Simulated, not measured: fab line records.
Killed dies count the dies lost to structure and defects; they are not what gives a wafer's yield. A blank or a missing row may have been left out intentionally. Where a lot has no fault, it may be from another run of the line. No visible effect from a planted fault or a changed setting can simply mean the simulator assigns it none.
8D (eight disciplines) problem report, filled in by code    flow gf180mcu    the parts of the form that need people (team, actions taken, sign-off) are left out

## 1. THE ISSUE
Mean of runLengthS at GF_HV_LDD_ETCHBACK_58: 110.7 s across 5 wafers in 3 lots; on wafers with no fault it is 128.4 s (standard deviation 0.38). That puts it -47 standard deviations away from the usual mean.
The step: etches Si3N4 in CH3F/O2, stops on SiO2, time 100 s, target depth 90 nm.
First observed at day 16 10:50: wafer L500.3, on rieDiel-04. At this step, 13 wafers from 5 lots have a number in the record. By rule, "out" or "out of limits" means more than 4 standard deviations away from the usual mean. All remaining wafers that have a number are taken as sound.

## 2. WHAT IT IS, AND WHAT IT ISN'T
question                     is                                      is not
which readings at this step  runLengthS, oesProductAu                drypumpMotorCurrentA
which lots                   L500, L501, L502                        L508, L512
which wafers of those lots   L500.3, L500.6, L501.3, L502.3, L502.6  L501.2, L501.4
read on which tools          rieDiel-04                              rieDiel-03
when                         from day 16 10:50                       up to then (0 sound wafers); but 8 sound wafers of L501, L508, L512 came after

## 3. WHAT RULES OUT EACH SUSPECT
Counting: if a tool at a process step up to the reading ran every lot that is out, it stays a suspect. Sound lots after the first of them don't rule it out here, since some wafers of a struck lot are sound.
- rieDiel-04 at GF_HV_LDD_ETCHBACK_58 (etches Si3N4 in CH3F/O2, stops on SiO2, time 100 s, target depth 90 nm): kept. It ran every lot that is out, first L500 (day 16 10:50). Its own readings are out on those wafers: oesProductAu, runLengthS.
Left after counting: rieDiel-04 at GF_HV_LDD_ETCHBACK_58.

## 4. THE CAUSE (what the simulator had put in)
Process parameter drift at GF_HV_LDD_ETCHBACK_58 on rieDiel-04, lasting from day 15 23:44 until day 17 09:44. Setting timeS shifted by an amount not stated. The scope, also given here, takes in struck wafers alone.
Counting left only this tool.

## 5. THE CHAIN OF EFFECTS, in route order
Each row: a reading whose mean over the struck wafers that have a number lies more than 3 standard deviations from the usual. Scope: only readings with a usual standard deviation given in the record; hours: median across lots of the time from each lot's start at the first step in this table that gives one to its start at this step; sigmas: change in usual standard deviations.
hours  step                   reading       usual       on struck wafers  change  sigmas
0      GF_HV_LDD_ETCHBACK_58  oesProductAu  0.843 a.u.  1.003             +0.160  +25
0      GF_HV_LDD_ETCHBACK_58  runLengthS    128.4 s     110.7             -17.7   -47
Process steps it contains:
- GF_HV_LDD_ETCHBACK_58: etches Si3N4 in CH3F/O2, stops on SiO2, time 100 s, target depth 90 nm.
Readings that are blank on the struck wafers while sound wafers have them: biasW at GF_HV_LDD_ETCHBACK_58.

## 6. WHAT WOULD HAVE CAUGHT IT SOONER
11 hours passed between the start of the fault at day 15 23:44 and the first reading out of limits in this record, taken at day 16 10:50.
